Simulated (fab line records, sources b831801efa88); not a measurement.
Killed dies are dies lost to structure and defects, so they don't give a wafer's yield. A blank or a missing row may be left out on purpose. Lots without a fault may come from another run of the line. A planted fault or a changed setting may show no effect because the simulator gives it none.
fab line records | flow sky130
record lots=12 wafers=36 last_day=50
route steps=708 shown SD_N@356 SD_P@359 VIA1@478 VIA2@508
lots that met no fault: from a run of the same line without faults
start_h: hours from the record's first day to the start of the lot's first wafer shown | wait_h: hours since the lot's step before | " the same as in the row above | L1.1+2: a row that stands for several wafers | - no value, or no start given | * or withheld: withheld | < > ~ a bound
route shown NAME@n: a module of which the file shows steps, and the number in the route of the first | usual: mean/standard deviation of fault-free wafers | same: alike in all rows | chamber/n: place in a boat | sites: the reading at each site | _std_site: their standard deviation | _edge_site: outer sites' mean less inner sites' | radius_mm: how far each site lies from the wafer's centre | mask NAME#n: copy n | behind: the tool/chamber that last shaped the wafer | hold: why the lot was held/for how many hours/how that ended | device: the transistor (n, p or np) that didn't switch | end of line: the same wafers' tests at the end of the route | a step without rows: its recipe alone | killed: dies lost to structure and defects at the first sort, not the wafer's yield | map: a wafer's dies, x killed, . not, _ none there
set.NAME: the setting as run; set.NAME@STEP: as run at that earlier step | model.NAME: the simulator's own value behind a step, which no gauge read
steps of the route over a sample of lots; a table a step, a row a wafer
services: from which hour (start_h, from the record's first day; less than 0 if before it) a tool's chamber was out of use, for how many hours, and why
## steps
# step SKY_SD_N_RTA_14
# recipe temp_c=1075 time_s=2 idle_temp_c=650 ramp_up_c_per_s=150 ramp_down_c_per_s=90 ambient=N2
# usual lamp_power_pct=15.73/0.059 wafer_temp_C_max=1078.0/1.3
# same time_s=2
# columns lot.wafer tool chamber start_h wait_h lamp_power_pct wafer_temp_C_max
L795.3 rtp_anneal-02 0 672.31 0.0 15.73 1078.8
L795.4 " 0 " " 15.78 1078.8
L795.6 " 0 " " 15.66 1077.1
L796.1 rtp_anneal-01 0 673.49 0.0 15.70 1077.6
L796.3 " 0 " " 15.70 1079.5
L796.4 " 0 " " 15.72 1079.2
L797.4 rtp_anneal-01 0 675.36 0.0 15.70 1077.4
L797.5 " 0 " " 15.78 1076.2
L797.6 " 0 " " 15.78 1078.6
L799.2 rtp_anneal-02 0 723.74 0.0 15.81 1077.1
L799.4 " 0 " " 15.78 1078.5
L799.5 " 0 " " 15.69 1076.7
L800.1 rtp_anneal-01 0 724.03 0.0 15.77 1078.6
L800.2 " 0 " " 15.86 1076.7
L800.3 " 0 " " 15.72 1078.1
L806.1 rtp_anneal-01 0 737.88 0.0 15.62 1075.6
L806.2 " 0 " " 15.64 1077.1
L806.3 " 0 " " 15.78 1079.3
L807.3 rtp_anneal-02 0 738.80 0.0 15.80 1088.8
L807.5 " 0 " " 15.72 1089.2
L807.6 " 0 " " 15.82 1090.6
L809.2 rtp_anneal-02 0 763.34 0.0 15.87 1087.3
L809.3 " 0 " " 15.82 1088.2
L809.5 " 0 " " 15.86 1088.4
L814.1 rtp_anneal-01 0 805.92 0.0 15.71 1078.8
L814.2 " 0 " " 15.75 1076.4
L814.6 " 0 " " 15.67 1077.6
L816.1 rtp_anneal-01 0 818.33 0.0 15.65 1077.3
L816.4 " 0 " " 15.71 1077.3
L816.6 " 0 " " 15.77 1077.6
L817.1 rtp_anneal-02 0 822.90 0.0 15.76 1077.4
L817.3 " 0 " " 15.71 1078.2
L817.6 " 0 " " 15.65 1079.2
L818.2 rtp_anneal-01 0 829.24 0.0 15.71 1075.8
L818.4 " 0 " " 15.69 1077.9
L818.6 " 0 " " 15.82 1076.3
# step SKY_SD_N_RS_MEAS_16
# recipe thk_meas_gauge=four-point-probe
# usual SD_N_RS=68.57/0.11
# columns lot.wafer tool chamber start_h wait_h SD_N_RS[ohm/sq]
L795.3 film_metro-03 - 672.50 0.1 68.58
L795.4 " - " " 68.65
L795.6 " - " " 68.59
L796.1 film_metro-02 - 673.66 0.1 68.48
L796.3 " - " " 68.59
L796.4 " - " " 68.45
L797.4 film_metro-03 - 675.57 0.1 68.67
L797.5 " - " " 68.55
L797.6 " - " " 68.48
L799.2 film_metro-03 - 723.92 0.1 68.48
L799.4 " - " " 68.53
L799.5 " - " " 68.62
L800.1 film_metro-04 - 724.20 0.1 68.49
L800.2 " - " " 68.62
L800.3 " - " " 68.69
L806.1 film_metro-03 - 738.06 0.1 68.56
L806.2 " - " " 68.56
L806.3 " - " " 68.50
L807.3 film_metro-02 - 739.00 0.1 66.65
L807.5 " - " " 66.68
L807.6 " - " " 66.66
L809.2 film_metro-03 - 763.52 0.1 66.85
L809.3 " - " " 66.72
L809.5 " - " " 66.83
L814.1 film_metro-02 - 806.09 0.1 68.48
L814.2 " - " " 68.60
L814.6 " - " " 68.59
L816.1 film_metro-04 - 818.51 0.1 68.53
L816.4 " - " " 68.58
L816.6 " - " " 68.50
L817.1 film_metro-03 - 823.07 0.1 68.62
L817.3 " - " " 68.37
L817.6 " - " " 68.65
L818.2 film_metro-02 - 829.42 0.1 68.62
L818.4 " - " " 68.57
L818.6 " - " " 68.57
# step SKY_SD_N_RS_MEAS_17
# recipe thk_meas_gauge=four-point-probe
# usual SD_P_RS=147.1/0.37
# columns lot.wafer tool chamber start_h wait_h SD_P_RS[ohm/sq]
L795.3 film_metro-03 - 672.62 0.1 147.5
L795.4 " - " " 147.4
L795.6 " - " " 147.2
L796.1 film_metro-02 - 673.78 0.1 147.0
L796.3 " - " " 146.5
L796.4 " - " " 146.8
L797.4 film_metro-03 - 675.69 0.1 147.0
L797.5 " - " " 147.0
L797.6 " - " " 146.6
L799.2 film_metro-03 - 724.04 0.1 146.8
L799.4 " - " " 147.2
L799.5 " - " " 147.0
L800.1 film_metro-04 - 724.32 0.1 146.7
L800.2 " - " " 147.3
L800.3 " - " " 147.6
L806.1 film_metro-03 - 738.18 0.1 146.8
L806.2 " - " " 147.4
L806.3 " - " " 146.7
L807.3 film_metro-02 - 739.12 0.1 137.7
L807.5 " - " " 137.9
L807.6 " - " " 137.5
L809.2 film_metro-03 - 763.64 0.1 138.3
L809.3 " - " " 138.7
L809.5 " - " " 138.6
L814.1 film_metro-02 - 806.21 0.1 147.4
L814.2 " - " " 147.3
L814.6 " - " " 147.3
L816.1 film_metro-04 - 818.63 0.1 147.1
L816.4 " - " " 147.4
L816.6 " - " " 147.5
L817.1 film_metro-03 - 823.19 0.1 147.3
L817.3 " - " " 146.7
L817.6 " - " " 146.8
L818.2 film_metro-02 - 829.54 0.1 147.0
L818.4 " - " " 147.6
L818.6 " - " " 147.1
# step SKY_VIA1_SPUTTER_20
# recipe material=TiN target_thk_nm=20 chamber_pressure_pa=5 power_w=4000 time_s=80
# usual chamber_pressure_pa=5.000/0.0099 throttle_valve_pct=30.1/0.87
# same time_s=80
# columns lot.wafer tool chamber start_h wait_h chamber_pressure_pa throttle_valve_pct
L795.3 pvd_sputter-03 - 816.79 0.0 4.995 30.6
L795.4 " - " " 5.001 29.8
L795.6 " - " " 5.015 30.9
L796.1 pvd_sputter-04 - 819.05 0.0 5.005 31.5
L796.3 " - " " 5.002 30.8
L796.4 " - " " 5.001 30.3
L797.4 pvd_sputter-02 - 820.91 0.0 5.001 28.7
L797.5 " - " " 5.000 29.3
L797.6 " - " " 5.005 29.9
L799.2 pvd_sputter-02 - 865.02 0.0 5.018 29.2
L799.4 " - " " 4.997 31.0
L799.5 " - " " 4.998 30.1
L800.1 pvd_sputter-04 - 866.05 0.0 4.997 28.8
L800.2 " - " " 4.987 31.3
L800.3 " - " " 4.991 30.2
L806.1 pvd_sputter-03 - 878.65 0.0 5.012 30.9
L806.2 " - " " 5.007 30.6
L806.3 " - " " 5.012 29.7
L807.3 pvd_sputter-02 - 879.40 0.0 5.006 29.5
L807.5 " - " " 5.009 29.9
L807.6 " - " " 4.993 29.5
L809.2 pvd_sputter-02 - 902.51 0.0 5.002 29.9
L809.3 " - " " 4.991 28.4
L809.5 " - " " 5.014 29.7
L814.1 pvd_sputter-04 - 941.98 0.0 4.995 28.8
L814.2 " - " " 4.988 30.9
L814.6 " - " " 4.998 30.0
L816.1 pvd_sputter-03 - 953.84 0.0 5.014 30.7
L816.4 " - " " 5.000 30.0
L816.6 " - " " 5.021 30.8
L817.1 pvd_sputter-04 - 957.84 0.0 4.997 31.0
L817.3 " - " " 4.979 30.9
L817.6 " - " " 4.987 31.4
L818.2 pvd_sputter-02 - 963.40 0.0 4.998 28.6
L818.4 " - " " 5.003 29.6
L818.6 " - " " 5.021 29.8
# step SKY_VIA2_THK_MEAS_01
# recipe reads=SiO2_of_VIA2_HDPCVD_00
# usual VIA2_HDPCVD_THK=1188/14
# columns lot.wafer tool chamber start_h wait_h VIA2_HDPCVD_THK[nm]
L795.3 film_metro-01 - 845.13 0.1 1203
L795.4 " - " " 1210
L795.6 " - " " 1179
L796.1 film_metro-04 - 847.46 0.1 1175
L796.3 " - " " 1171
L796.4 " - " " 1167
L797.4 film_metro-04 - 849.09 0.0 1189
L797.5 " - " " 1184
L797.6 " - " " 1198
L799.2 film_metro-04 - 892.29 0.1 1203
L799.4 " - " " 1192
L799.5 " - " " 1198
L800.1 film_metro-01 - 893.36 0.1 1182
L800.2 " - " " 1178
L800.3 " - " " 1165
L806.1 film_metro-01 - 906.48 0.1 1173
L806.2 " - " " 1186
L806.3 " - " " 1165
L807.3 film_metro-04 - 906.90 0.1 1184
L807.5 " - " " 1210
L807.6 " - " " 1189
L809.2 film_metro-01 - 929.26 0.2 1190
L809.3 " - " " 1180
L809.5 " - " " 1200
L814.1 film_metro-01 - 967.87 0.1 1198
L814.2 " - " " 1188
L814.6 " - " " 1177
L816.1 film_metro-04 - 980.12 0.1 1180
L816.4 " - " " 1198
L816.6 " - " " 1190
L817.1 film_metro-01 - 983.86 0.1 1187
L817.3 " - " " 1158
L817.6 " - " " 1175
L818.2 film_metro-02 - 989.71 0.1 1180
L818.4 " - " " 1201
L818.6 " - " " 1172
# step SKY_VIA2_OVL_MEAS_13
# usual VIA2_OVL=2/5.8
# columns lot.wafer tool chamber start_h wait_h VIA2_OVL[nm]
L795.3 overlay-01 - 871.00 0.1 10
L795.4 " - " " 5
L795.6 " - " " 0
L796.1 overlay-02 - 873.29 0.1 8
L796.3 " - " " 5
L796.4 " - " " 2
L797.4 overlay-02 - 875.61 0.1 -3
L797.5 " - " " 0
L797.6 " - " " 0
L799.2 overlay-02 - 918.59 0.1 0
L799.4 " - " " -1
L799.5 " - " " -7
L800.1 overlay-01 - 918.84 0.1 3
L800.2 " - " " 8
L800.3 " - " " 7
L806.1 overlay-02 - 931.94 0.1 -5
L806.2 " - " " 0
L806.3 " - " " -10
L807.3 overlay-01 - 932.25 0.1 -6
L807.5 " - " " -3
L807.6 " - " " 3
L809.2 overlay-01 - 953.55 0.1 -6
L809.3 " - " " 0
L809.5 " - " " -5
L814.1 overlay-02 - 991.79 0.1 13
L814.2 " - " " 6
L814.6 " - " " 9
L816.1 overlay-01 - 1003.74 0.1 5
L816.4 " - " " 2
L816.6 " - " " 4
L817.1 overlay-01 - 1006.54 0.1 10
L817.3 " - " " 15
L817.6 " - " " 12
L818.2 overlay-01 - 1013.14 0.1 1
L818.4 " - " " -3
L818.6 " - " " -8
## services
# columns tool chamber start_h hours kind
pvd_sputter-04 3 652.70 - consumable_replace:kit
pvd_sputter-04 3 652.70 18.0 scheduled_down
pvd_sputter-04 3 652.70 18.0 vent_cycle
pvd_sputter-04 - 675.54 7.0 repair
pvd_sputter-03 - 694.76 1.7 repair
pvd_sputter-02 - 703.26 4.1 repair
pvd_sputter-03 2 707.06 - consumable_replace:kit
pvd_sputter-03 2 707.06 18.0 scheduled_down
pvd_sputter-03 2 707.06 18.0 vent_cycle
rtp_anneal-02 - 807.18 5.8 pm
rtp_anneal-01 - 831.85 6.3 pm
pvd_sputter-04 2 890.68 - consumable_replace:kit
pvd_sputter-04 2 890.68 18.0 scheduled_down
pvd_sputter-04 2 890.68 18.0 vent_cycle
pvd_sputter-03 - 899.98 5.2 repair
pvd_sputter-03 - 956.95 2.0 repair
## key
first_sign step=SKY_SD_N_RTA_14 reading=wafer_temp_C_max direction=up sigmas=8.5 usual=* struck=*
effect step=SKY_SD_N_RS_MEAS_16 reading=SD_N_RS direction=down sigmas=17 usual=68.57 struck=66.73
effect step=SKY_SD_N_RS_MEAS_17 reading=SD_P_RS direction=down sigmas=24 usual=147.1 struck=138.1
met_at SKY_SD_N_RTA_14
struck_lots L807,L809
tester_left_out L807,L809
not_acting_at SKY_VIA1_SPUTTER_20,SKY_VIA2_THK_MEAS_01,SKY_VIA2_OVL_MEAS_13
onset_between 723.74 738.80
fault kind=process_parameter_drift tool=rtp_anneal-02 chamber=- onset_h=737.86 steps=SKY_SD_N_RTA_14 channel=temp_c offset=* shape=step end_h=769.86 acts_in=* stated=*
# tester_left_out: of these lots the tester's yield and bins aren't shown, on N5 and GAA mostly nor the transistor test; their killed dies are dies lost to structure and defects alone, not to doping, threshold or leakage, so they don't give the yield
